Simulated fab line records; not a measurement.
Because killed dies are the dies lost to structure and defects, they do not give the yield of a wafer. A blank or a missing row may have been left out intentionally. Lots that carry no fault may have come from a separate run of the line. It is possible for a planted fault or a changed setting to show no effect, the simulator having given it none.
Matching of chambers	flow gf180mcu	GF_SAB_ETCH_11 on rie-diel-03: 4 sister chambers
The step etches SiO2 in C4F8/O2/Ar, target depth 55 nm, time 8.5 s. 4 wafers are shown with their chamber, then 7 later ones without.

## EACH WAFER AND ITS CHAMBER
wafer	chamber	oes-product-au (a.u.)
L551.5	0	1.009
L552.2	3	1.004
L553.3	1	0.996
L553.4	2	0.995

## WAFERS MISSING THEIR CHAMBER
wafer	oes-product-au (a.u.)
L553.5	1.011
L566.3	0.995
L566.4	1.002
L566.6	1.002
L567.2	1.008
L567.3	1.009
L567.4	0.996

## EACH ONE'S CHAMBER
wafer	from the rows above	in truth
L553.5	0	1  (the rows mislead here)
L566.3	can't be placed: 2 or 1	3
L566.4	3	3
L566.6	3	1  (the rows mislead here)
L567.2	0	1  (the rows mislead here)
L567.3	0	0
L567.4	can't be placed: 1 or 2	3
Correctly placed: 2 of 7. Unplaceable from these rows: 2, with the true chamber sitting among the candidates in 0. Placed wrongly: 3.
How it was worked out, from the rows above alone: a wafer's distance from a chamber is the root of the sum, over the readings, of the square of ((its reading less the chamber's mean) divided by the reading's scatter). If the next closest chamber is less than 2 further off than the closest, the wafer can't be placed; otherwise it belongs to the closest. The mean given for a chamber averages the wafers shown for that chamber. The scatter (one wafer shown for each chamber): square how far every hidden wafer sits from the nearest shown wafer, average those squares and take the square root.
